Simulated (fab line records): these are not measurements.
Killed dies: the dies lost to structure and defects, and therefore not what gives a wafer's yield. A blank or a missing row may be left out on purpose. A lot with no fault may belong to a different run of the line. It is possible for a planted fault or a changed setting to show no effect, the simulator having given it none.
fab line records	flow gf180mcu
[record] lots = 24	wafers = 72	lastDay = 34
route steps=602 shown M2@368 V2@386 M3@409
lots untouched by any fault: they come from a run of this same line in which no faults occurred
startH: hours from the record's first day to the start of the lot's first wafer shown	waitH: hours elapsed since this lot's preceding step	" repeats the value in the row above	L1.1+2: a row that stands for several wafers	- no value present, or no start provided	* or withheld: withheld	< > ~ a bound
route shown NAME@n: names a module that has steps shown in the file, with the first one's number in the route	usual: the fault-free wafers' mean and standard deviation	same: alike in all rows	chamber/n: place in a boat	sites: each site's reading	_std_site: the standard deviation of these	_edge_site: the outer-site mean with the inner-site mean subtracted	radiusMm: for every site, how far away it sits from the centre of the wafer	mask NAME#n: copy n	behind: the tool/chamber that last shaped the wafer	hold: why the lot was held/for how many hours/how that ended	device: which transistor (n, p or np) failed to switch	end of line: the route-end tests of the same wafers	a step without rows: its recipe alone	killed: dies that structure and defects cost at the first sort, which is not the same as the wafer's yield	map: a wafer's dies, marking killed ones x, the rest . and places with no die _
set.NAME: the setting as run; set.NAME@STEP: as run at that earlier step	model.NAME: the simulator's own value behind a step, which no gauge read
the route's steps for a sample of lots (tables are steps, rows are wafers)
services: when a tool's chamber went out of use (startH, in hours from the record's first day, below 0 if earlier), for how many hours, and the reason
[[steps]]
[step GF_M2_THK_MEAS_06]
[recipe] thkMeasGauge = xrf	reads = AlCu_of_M2_SPUTTER_02
[usual] M2_ALCU_THK = 451/6
lot.wafer	tool	chamber	startH	waitH	M2_ALCU_THK[nm]
L074.1	filmMetro-03	-	413.22	0.1	448
L074.2	"	-	"	"	453
L074.5	"	-	"	"	455
L075.1	filmMetro-02	-	417.48	0.1	446
L075.4	"	-	"	"	451
L075.6	"	-	"	"	443
L076.3	filmMetro-03	-	423.59	0.1	448
L076.4	"	-	"	"	446
L076.5	"	-	"	"	447
L077.3	filmMetro-03	-	440.01	0.1	453
L077.5	"	-	"	"	447
L077.6	"	-	"	"	453
L078.1	filmMetro-01	-	452.77	0.1	456
L078.5	"	-	"	"	454
L078.6	"	-	"	"	453
L079.2	filmMetro-02	-	459.96	0.1	449
L079.4	"	-	"	"	448
L079.5	"	-	"	"	451
L080.2	filmMetro-03	-	465.07	0.1	447
L080.4	"	-	"	"	450
L080.5	"	-	"	"	446
L081.3	filmMetro-01	-	487.86	0.1	452
L081.4	"	-	"	"	454
L081.5	"	-	"	"	457
L082.3	filmMetro-01	-	488.36	0.1	448
L082.4	"	-	"	"	437
L082.6	"	-	"	"	445
L083.1	filmMetro-02	-	495.88	0.1	455
L083.4	"	-	"	"	445
L083.6	"	-	"	"	451
L084.1	filmMetro-01	-	506.17	0.1	459
L084.4	"	-	"	"	455
L084.6	"	-	"	"	454
L085.2	filmMetro-01	-	516.35	0.1	439
L085.5	"	-	"	"	455
L085.6	"	-	"	"	444
L086.2	filmMetro-03	-	522.92	0.1	447
L086.4	"	-	"	"	453
L086.6	"	-	"	"	448
L087.2	filmMetro-01	-	530.73	0.1	452
L087.4	"	-	"	"	458
L087.5	"	-	"	"	455
L088.1	filmMetro-01	-	536.81	0.1	449
L088.3	"	-	"	"	445
L088.6	"	-	"	"	459
L089.2	filmMetro-03	-	541.34	0.1	461
L089.3	"	-	"	"	454
L089.5	"	-	"	"	456
L090.1	filmMetro-01	-	551.82	0.1	450
L090.3	"	-	"	"	455
L090.6	"	-	"	"	443
L091.3	filmMetro-02	-	562.44	0.1	461
L091.4	"	-	"	"	450
L091.5	"	-	"	"	452
L092.1	filmMetro-03	-	582.09	0.1	440
L092.3	"	-	"	"	431
L092.6	"	-	"	"	434
L093.1	filmMetro-02	-	591.56	0.1	465
L093.2	"	-	"	"	458
L093.3	"	-	"	"	461
L094.1	filmMetro-03	-	593.58	0.1	447
L094.2	"	-	"	"	451
L094.3	"	-	"	"	459
L095.4	filmMetro-03	-	597.56	0.1	452
L095.5	"	-	"	"	448
L095.6	"	-	"	"	440
L096.1	filmMetro-01	-	602.14	0.1	455
L096.5	"	-	"	"	450
L096.6	"	-	"	"	459
L097.1	filmMetro-03	-	607.37	0.1	445
L097.3	"	-	"	"	445
L097.4	"	-	"	"	451
[step GF_M2_STRIP_17]
[recipe] chemistry = O2/N2	powerW = 1400	pressureMtorr = 1500	platenTempC = 250	o2FlowSccm = 3000	n2FlowSccm = 300	overashFraction = 0.5
[usual] drypumpMotorCurrentA = 5.4/0.31	heaterPowerW = 346/28	oesProductAu = 0.558/0.0056	stripTimeToEndpointS = 7.88/0.049
lot.wafer	tool	chamber	startH	waitH	drypumpMotorCurrentA	heaterPowerW	oesProductAu	rfHoursCounterH	stripTimeToEndpointS
L074.1	plasmaAsher-02	1	437.53	0.1	5.0	304	0.554	34	7.80
L074.2	"	0	"	"	5.6	358	0.561	34	7.94
L074.5	"	1	"	"	5.0	311	0.562	-	7.94
L075.1	plasmaAsher-03	0	441.13	0.1	5.8	341	0.560	62	7.80
L075.4	"	1	"	"	5.3	325	0.552	-	7.81
L075.6	"	1	"	"	5.3	333	0.554	-	7.92
L076.3	plasmaAsher-01	0	447.76	0.1	5.9	385	0.564	-	7.91
L076.4	"	1	"	"	5.5	370	0.561	-	7.88
L076.5	"	0	"	"	5.9	387	0.554	-	7.87
L077.3	plasmaAsher-02	0	464.71	0.1	5.6	360	0.554	-	7.74
L077.5	"	1	"	"	5.0	320	0.544	-	7.84
L077.6	"	0	"	"	5.6	358	0.538	-	7.72
L078.1	plasmaAsher-01	1	477.22	0.1	5.5	371	0.560	86	7.95
L078.5	"	1	"	"	5.5	380	0.557	-	7.89
L078.6	"	0	"	"	5.9	398	0.558	-	7.79
L079.2	plasmaAsher-02	1	485.43	0.1	5.0	302	0.555	39	7.85
L079.4	"	1	"	"	5.0	310	0.558	-	7.88
L079.5	"	1	"	"	5.0	311	0.555	-	7.86
L080.2	plasmaAsher-02	1	489.88	0.1	5.0	316	0.553	39	7.83
L080.4	"	0	"	"	5.6	355	0.558	-	7.89
L080.5	"	1	"	"	5.0	314	0.557	-	7.94
L081.3	plasmaAsher-02	1	511.31	0.1	5.0	312	0.549	-	7.85
L081.4	"	0	"	"	5.6	363	0.557	-	7.84
L081.5	"	1	"	"	5.0	304	0.563	-	7.85
L082.3	plasmaAsher-02	0	511.96	0.1	5.6	357	0.556	-	7.86
L082.4	"	1	"	"	5.0	319	0.557	-	7.87
L082.6	"	0	"	"	5.6	360	0.558	-	7.91
L083.1	plasmaAsher-02	1	519.07	0.1	5.0	316	0.558	42	7.96
L083.4	"	1	"	"	5.0	301	0.566	-	7.90
L083.6	"	0	"	"	5.6	356	0.565	-	7.91
L084.1	plasmaAsher-01	1	528.53	0.1	5.5	371	0.562	92	7.84
L084.4	"	1	"	"	5.5	370	0.562	-	7.82
L084.6	"	0	"	"	5.9	390	0.568	-	7.85
L085.2	plasmaAsher-02	0	538.47	0.1	5.6	362	0.561	44	7.92
L085.5	"	1	"	"	5.0	313	0.559	-	7.87
L085.6	"	0	"	"	5.6	358	0.570	-	7.90
L086.2	plasmaAsher-03	0	545.52	0.1	5.8	341	0.552	73	7.87
L086.4	"	0	"	"	5.8	344	0.558	-	7.88
L086.6	"	0	"	"	5.8	343	0.558	-	7.90
L087.2	plasmaAsher-02	1	553.27	0.1	5.0	319	0.571	46	7.88
L087.4	"	0	"	"	5.6	349	0.561	-	7.94
L087.5	"	0	"	"	5.6	353	0.556	-	7.92
L088.1	plasmaAsher-01	0	558.97	0.1	5.9	391	0.560	95	7.96
L088.3	"	0	"	"	5.9	396	0.561	-	7.88
L088.6	"	1	"	"	5.5	364	0.551	-	7.88
L089.2	plasmaAsher-02	0	563.48	0.1	5.6	358	0.551	47	7.84
L089.3	"	1	"	"	5.0	321	0.559	-	7.82
L089.5	"	1	"	"	5.0	302	0.553	-	7.85
L090.1	plasmaAsher-02	0	572.58	0.1	5.6	355	0.557	48	7.96
L090.3	"	1	"	"	5.0	312	0.563	-	7.94
L090.6	"	0	"	"	5.6	358	0.568	-	7.92
L091.3	plasmaAsher-02	0	583.71	0.1	5.6	349	0.561	-	7.98
L091.4	"	1	"	"	5.0	307	0.565	-	7.90
L091.5	"	1	"	"	5.0	315	0.566	-	8.01
L092.1	plasmaAsher-03	1	602.78	0.1	5.3	326	0.561	79	7.95
L092.3	"	1	"	"	5.2	328	0.549	-	7.88
L092.6	"	1	"	"	5.3	326	0.558	-	7.87
L093.1	plasmaAsher-02	0	612.60	0.2	5.6	367	0.550	52	7.86
L093.2	"	1	"	"	5.0	312	0.567	52	7.87
L093.3	"	1	"	"	5.0	307	0.551	-	7.90
L094.1	plasmaAsher-01	1	614.49	0.1	5.5	374	0.557	103	7.85
L094.2	"	0	"	"	5.9	387	0.559	103	7.81
L094.3	"	1	"	"	5.5	365	0.549	-	7.85
L095.4	plasmaAsher-02	0	617.76	0.1	5.6	355	0.551	-	7.83
L095.5	"	1	"	"	5.0	315	0.566	-	7.82
L095.6	"	0	"	"	5.6	358	0.553	-	7.81
L096.1	plasmaAsher-03	0	622.97	0.1	5.9	341	0.550	82	7.87
L096.5	"	0	"	"	5.9	340	0.562	-	7.92
L096.6	"	1	"	"	5.3	329	0.560	-	7.91
L097.1	plasmaAsher-01	1	627.73	0.1	5.5	374	0.567	104	7.93
L097.3	"	1	"	"	5.5	377	0.563	-	7.96
L097.4	"	0	"	"	5.9	393	0.568	-	7.98
[step GF_V2_CMP_04]
[recipe] material = SiO2	downForcePsi = 4	platenRpm = 60	padVelocityMS = 0.94248
[usual] motorCurrentA = 12.4/0.79	platenRpm = 59.99/0.039	timeToEndpointS = 79/4.4
lot.wafer	tool	chamber	startH	waitH	motorCurrentA	platenRpm	timeToEndpointS
L074.2	cmp-02	1	438.37	0.1	12.3	59.98	78
L074.1	"	3	"	"	12.6	60.02	84
L074.5	"	1	"	"	13.0	59.95	82
L075.1	cmp-02	3	441.92	0.1	13.1	59.98	79
L075.4	"	2	"	"	12.5	59.98	81
L075.6	"	3	"	"	14.2	59.96	84
L076.3	cmp-01	3	448.88	0.0	11.6	59.99	72
L076.4	"	2	"	"	13.4	59.92	85
L076.5	"	0	"	"	12.1	59.93	80
L077.3	cmp-02	1	465.47	0.0	13.9	59.97	75
L077.6	"	1	"	"	13.4	59.98	86
L077.5	"	2	"	"	11.8	60.01	80
L078.1	cmp-01	1	478.18	0.1	11.0	60.08	74
L078.6	"	3	"	"	12.7	60.05	82
L078.5	"	0	"	"	11.6	60.00	81
L079.4	cmp-02	0	486.27	0.1	12.2	59.99	83
L079.2	"	1	"	"	13.3	60.01	81
L079.5	"	3	"	"	13.5	59.99	86
L080.4	cmp-01	3	490.67	0.0	12.4	59.97	83
L080.2	"	2	"	"	13.7	59.96	79
L080.5	"	3	"	"	12.3	60.04	85
L081.4	cmp-02	2	512.08	0.0	12.0	60.00	84
L081.3	"	1	"	"	12.1	60.01	80
L081.5	"	3	"	"	13.4	60.00	86
L082.4	cmp-01	0	512.73	0.0	12.6	59.99	80
L082.3	"	3	"	"	13.1	59.93	77
L082.6	"	1	"	"	11.0	60.07	77
L083.4	cmp-01	0	519.98	0.1	11.9	60.00	79
L083.1	"	1	"	"	10.9	60.03	75
L083.6	"	3	"	"	12.7	60.02	78
L084.1	cmp-01	0	529.40	0.1	12.6	60.07	80
L084.4	"	2	"	"	12.8	60.05	83
L084.6	"	0	"	"	11.9	60.07	76
L085.2	cmp-01	3	539.28	0.0	12.7	60.00	75
L085.5	"	3	"	"	12.4	59.99	82
L085.6	"	0	"	"	11.9	59.90	79
L086.4	cmp-01	1	546.40	0.1	10.3	59.99	75
L086.2	"	3	"	"	12.2	59.98	74
L086.6	"	0	"	"	12.0	59.93	77
L087.4	cmp-01	2	554.14	0.1	12.9	60.01	78
L087.2	"	0	"	"	12.3	60.02	72
L087.5	"	1	"	"	10.8	59.93	73
L088.1	cmp-01	2	559.86	0.1	12.8	60.00	79
L088.3	"	3	"	"	12.7	59.94	77
L088.6	"	1	"	"	11.0	60.00	79
L089.3	cmp-02	1	564.34	0.0	12.7	59.98	72
L089.2	"	0	"	"	12.4	59.95	79
L089.5	"	2	"	"	11.6	59.92	78
L090.1	cmp-02	3	573.74	0.4	13.5	60.03	78
L090.3	"	2	"	"	11.9	60.05	79
L090.6	"	0	"	"	12.5	60.01	82
L091.4	cmp-01	2	584.47	0.0	12.6	60.08	82
L091.3	"	0	"	"	12.1	59.98	78
L091.5	"	3	"	"	12.2	60.04	79
L092.1	cmp-02	0	603.57	0.1	12.4	60.02	71
L092.3	"	3	"	"	13.0	60.04	76
L092.6	"	0	"	"	12.2	60.01	82
L093.2	cmp-02	0	613.43	0.0	12.1	59.99	78
L093.1	"	1	"	"	13.3	59.96	73
L093.3	"	3	"	"	14.1	60.01	73
L094.1	cmp-02	2	615.29	0.1	11.9	59.99	72
L094.3	"	3	"	"	13.3	59.98	77
L094.2	"	0	"	"	12.5	59.99	81
L095.4	cmp-01	1	618.57	0.1	11.0	60.01	85
L095.5	"	0	"	"	12.3	60.00	87
L095.6	"	1	"	"	11.1	60.05	86
L096.1	cmp-02	0	623.92	0.2	12.0	59.97	78
L096.6	"	1	"	"	12.8	59.99	78
L096.5	"	2	"	"	12.1	59.99	76
L097.1	cmp-02	3	628.52	0.1	13.5	60.00	79
L097.3	"	0	"	"	12.4	60.02	79
L097.4	"	1	"	"	13.3	60.03	82
[step GF_V2_BOW_MEAS_05]
[recipe] mode = bow
[usual] V2_BOW = 98/8.3
lot.wafer	tool	chamber	startH	waitH	V2_BOW[um]
L074.1	filmMetro-02	-	438.62	0.1	97
L074.2	"	-	"	"	83
L074.5	"	-	"	"	78
L075.1	filmMetro-01	-	442.22	0.2	98
L075.4	"	-	"	"	97
L075.6	"	-	"	"	114
L076.3	filmMetro-01	-	449.22	0.3	105
L076.4	"	-	"	"	82
L076.5	"	-	"	"	96
L077.3	filmMetro-01	-	465.81	0.3	92
L077.5	"	-	"	"	99
L077.6	"	-	"	"	90
L078.1	filmMetro-01	-	478.38	0.1	89
L078.5	"	-	"	"	91
L078.6	"	-	"	"	82
L079.2	filmMetro-02	-	486.54	0.2	98
L079.4	"	-	"	"	92
L079.5	"	-	"	"	87
L080.2	filmMetro-02	-	490.99	0.1	110
L080.4	"	-	"	"	113
L080.5	"	-	"	"	105
L081.3	filmMetro-04	-	512.42	0.1	105
L081.4	"	-	"	"	100
L081.5	"	-	"	"	102
L082.3	filmMetro-02	-	513.07	0.1	109
L082.4	"	-	"	"	94
L082.6	"	-	"	"	99
L083.1	filmMetro-04	-	520.18	0.1	101
L083.4	"	-	"	"	85
L083.6	"	-	"	"	92
L084.1	filmMetro-02	-	529.65	0.2	89
L084.4	"	-	"	"	95
L084.6	"	-	"	"	90
L085.2	filmMetro-02	-	539.60	0.3	105
L085.5	"	-	"	"	113
L085.6	"	-	"	"	100
L086.2	filmMetro-01	-	546.67	0.1	112
L086.4	"	-	"	"	105
L086.6	"	-	"	"	93
L087.2	filmMetro-04	-	554.41	0.1	88
L087.4	"	-	"	"	110
L087.5	"	-	"	"	99
L088.1	filmMetro-04	-	560.11	0.2	107
L088.3	"	-	"	"	100
L088.6	"	-	"	"	98
L089.2	filmMetro-04	-	564.66	0.1	99
L089.3	"	-	"	"	98
L089.5	"	-	"	"	97
L090.1	filmMetro-01	-	574.04	0.2	104
L090.3	"	-	"	"	93
L090.6	"	-	"	"	100
L091.3	filmMetro-02	-	584.83	0.2	101
L091.4	"	-	"	"	100
L091.5	"	-	"	"	108
L092.1	filmMetro-02	-	603.87	0.2	85
L092.3	"	-	"	"	100
L092.6	"	-	"	"	95
L093.1	filmMetro-01	-	613.73	0.2	97
L093.2	"	-	"	"	97
L093.3	"	-	"	"	99
L094.1	filmMetro-01	-	615.59	0.2	101
L094.2	"	-	"	"	93
L094.3	"	-	"	"	90
L095.4	filmMetro-04	-	618.88	0.3	97
L095.5	"	-	"	"	102
L095.6	"	-	"	"	97
L096.1	filmMetro-04	-	624.07	0.1	90
L096.5	"	-	"	"	94
L096.6	"	-	"	"	104
L097.1	filmMetro-01	-	628.82	0.2	98
L097.3	"	-	"	"	106
L097.4	"	-	"	"	94
[step GF_V2_CD_MEAS_14]
[recipe] targetCdNm = 260
[usual] cdNm = 260.0/1.1
lot.wafer	tool	chamber	startH	waitH	cdNm
L074.1	cdSem-01	-	462.81	0.1	260.7
L074.2	"	-	"	"	260.7
L074.5	"	-	"	"	261.2
L075.1	cdSem-02	-	466.71	0.1	259.7
L075.4	"	-	"	"	262.2
L075.6	"	-	"	"	260.9
L076.3	cdSem-02	-	473.28	0.1	259.4
L076.4	"	-	"	"	260.2
L076.5	"	-	"	"	258.0
L077.3	cdSem-01	-	490.00	0.1	260.1
L077.5	"	-	"	"	260.9
L077.6	"	-	"	"	261.1
L078.1	cdSem-02	-	501.41	0.1	259.3
L078.5	"	-	"	"	259.7
L078.6	"	-	"	"	259.2
L079.2	cdSem-02	-	510.33	0.1	259.8
L079.4	"	-	"	"	259.6
L079.5	"	-	"	"	258.8
L080.2	cdSem-01	-	514.38	0.1	259.2
L080.4	"	-	"	"	258.2
L080.5	"	-	"	"	257.9
L081.3	cdSem-01	-	535.50	0.1	260.2
L081.4	"	-	"	"	259.6
L081.5	"	-	"	"	260.3
L082.3	cdSem-01	-	536.18	0.1	259.2
L082.4	"	-	"	"	260.2
L082.6	"	-	"	"	260.9
L083.1	cdSem-01	-	543.61	0.1	258.6
L083.4	"	-	"	"	261.2
L083.6	"	-	"	"	259.3
L084.1	cdSem-01	-	552.49	0.1	260.9
L084.4	"	-	"	"	261.2
L084.6	"	-	"	"	260.8
L085.2	cdSem-02	-	561.91	0.1	260.6
L085.5	"	-	"	"	260.3
L085.6	"	-	"	"	261.2
L086.2	cdSem-01	-	568.56	0.1	258.4
L086.4	"	-	"	"	259.4
L086.6	"	-	"	"	259.1
L087.2	cdSem-02	-	575.88	0.1	261.3
L087.4	"	-	"	"	261.8
L087.5	"	-	"	"	262.9
L088.1	cdSem-02	-	580.81	0.1	259.0
L088.3	"	-	"	"	260.0
L088.6	"	-	"	"	259.5
L089.2	cdSem-01	-	586.86	0.1	259.7
L089.3	"	-	"	"	258.4
L089.5	"	-	"	"	260.5
L090.1	cdSem-02	-	594.61	0.1	257.7
L090.3	"	-	"	"	258.5
L090.6	"	-	"	"	258.6
L091.3	cdSem-01	-	606.28	0.1	260.7
L091.4	"	-	"	"	259.5
L091.5	"	-	"	"	260.3
L092.1	cdSem-02	-	625.24	0.1	259.7
L092.3	"	-	"	"	259.9
L092.6	"	-	"	"	259.6
L093.1	cdSem-02	-	634.75	0.2	261.5
L093.2	"	-	"	"	261.6
L093.3	"	-	"	"	260.9
L094.1	cdSem-02	-	636.16	0.1	259.7
L094.2	"	-	"	"	260.2
L094.3	"	-	"	"	259.5
L095.4	cdSem-02	-	639.62	0.1	261.2
L095.5	"	-	"	"	262.3
L095.6	"	-	"	"	261.8
L096.1	cdSem-01	-	643.91	0.1	260.4
L096.5	"	-	"	"	259.0
L096.6	"	-	"	"	259.3
L097.1	cdSem-02	-	648.80	0.1	260.9
L097.3	"	-	"	"	261.9
L097.4	"	-	"	"	261.5
[step GF_M3_SPUTTER_00]
[recipe] material = Ti	targetThkNm = 37.5	arrivingIonEnergyEv = 80	substrateTempC = 200	chamberPressurePa = 2	powerW = 4000	timeS = 150
[usual] throttleValvePct = 29.6/1.1
lot.wafer	tool	chamber	startH	waitH	throttleValvePct
L074.1	pvdSputter-02	-	464.33	0.1	29.7
L074.2	"	-	"	"	31.4
L074.5	"	-	"	"	29.1
L075.1	pvdSputter-03	-	468.22	0.1	29.8
L075.4	"	-	"	"	31.4
L075.6	"	-	"	"	31.4
L076.3	pvdSputter-01	-	474.75	0.2	28.8
L076.4	"	-	"	"	28.5
L076.5	"	-	"	"	27.7
L077.3	pvdSputter-03	-	491.53	0.2	30.1
L077.5	"	-	"	"	29.7
L077.6	"	-	"	"	30.2
L078.1	pvdSputter-01	-	502.99	0.2	28.9
L078.5	"	-	"	"	30.5
L078.6	"	-	"	"	28.4
L079.2	pvdSputter-01	-	511.83	0.1	28.7
L079.4	"	-	"	"	27.4
L079.5	"	-	"	"	27.5
L080.2	pvdSputter-02	-	515.87	0.2	30.1
L080.4	"	-	"	"	31.6
L080.5	"	-	"	"	31.4
L081.3	pvdSputter-03	-	537.07	0.2	28.2
L081.4	"	-	"	"	29.5
L081.5	"	-	"	"	29.8
L082.3	pvdSputter-01	-	537.66	0.1	27.8
L082.4	"	-	"	"	30.3
L082.6	"	-	"	"	29.0
L083.1	pvdSputter-02	-	545.12	0.1	30.1
L083.4	"	-	"	"	31.3
L083.6	"	-	"	"	31.5
L084.1	pvdSputter-02	-	554.03	0.1	29.8
L084.4	"	-	"	"	29.4
L084.6	"	-	"	"	29.6
L085.2	pvdSputter-02	-	563.40	0.2	31.3
L085.5	"	-	"	"	29.5
L085.6	"	-	"	"	31.5
L086.2	pvdSputter-03	-	570.05	0.2	28.0
L086.4	"	-	"	"	29.5
L086.6	"	-	"	"	30.3
L087.2	pvdSputter-01	-	577.37	0.2	28.6
L087.4	"	-	"	"	27.5
L087.5	"	-	"	"	28.5
L088.1	pvdSputter-01	-	582.33	0.1	30.3
L088.3	"	-	"	"	27.6
L088.6	"	-	"	"	27.6
L089.2	pvdSputter-02	-	588.36	0.2	29.7
L089.3	"	-	"	"	29.6
L089.5	"	-	"	"	30.2
L090.1	pvdSputter-01	-	596.15	0.1	28.8
L090.3	"	-	"	"	30.2
L090.6	"	-	"	"	27.6
L091.3	pvdSputter-01	-	607.75	0.1	28.9
L091.4	"	-	"	"	27.6
L091.5	"	-	"	"	30.3
L092.1	pvdSputter-01	-	626.75	0.1	30.3
L092.3	"	-	"	"	28.7
L092.6	"	-	"	"	28.6
L093.1	pvdSputter-03	-	636.26	0.1	31.2
L093.2	"	-	"	"	30.0
L093.3	"	-	"	"	28.2
L094.1	pvdSputter-03	-	637.67	0.2	29.5
L094.2	"	-	"	"	31.4
L094.3	"	-	"	"	29.9
L095.4	pvdSputter-03	-	641.18	0.2	29.8
L095.5	"	-	"	"	29.6
L095.6	"	-	"	"	31.3
L096.1	pvdSputter-02	-	645.53	0.1	29.9
L096.5	"	-	"	"	29.9
L096.6	"	-	"	"	31.5
L097.1	pvdSputter-03	-	650.36	0.1	29.4
L097.3	"	-	"	"	30.2
L097.4	"	-	"	"	30.1
[[services]]
tool	chamber	startH	hours	kind
plasmaAsher-02	-	415.67	1.5	repair
pvdSputter-02	-	420.35	2.8	repair
cmp-02	-	427.36	0.7	repair
plasmaAsher-02	-	432.48	2.2	repair
cmp-02	-	442.30	3.8	repair
plasmaAsher-03	-	445.50	1.4	repair
pvdSputter-02	-	477.57	0.7	repair
plasmaAsher-03	-	509.75	0.5	repair
cmp-02	-	522.22	7.6	pm
pvdSputter-01	-	528.28	6.5	repair
cmp-02	-	535.41	19.0	repair
pvdSputter-03	-	546.44	6.0	repair
cmp-02	-	550.18	1.1	repair
pvdSputter-02	-	570.16	2.9	repair
cmp-01	-	572.00	4.0	pm
cmp-02	-	581.44	0.4	repair
cmp-01	-	584.83	5.0	pm
pvdSputter-02	-	584.92	3.3	repair
cmp-01	-	591.09	1.4	repair
cmp-01	-	591.72	1.3	repair
plasmaAsher-02	-	607.08	4.0	repair
plasmaAsher-01	-	631.86	0.5	repair
plasmaAsher-02	-	634.77	12.7	repair
pvdSputter-01	-	638.24	4.0	repair
[[key]]
fault none
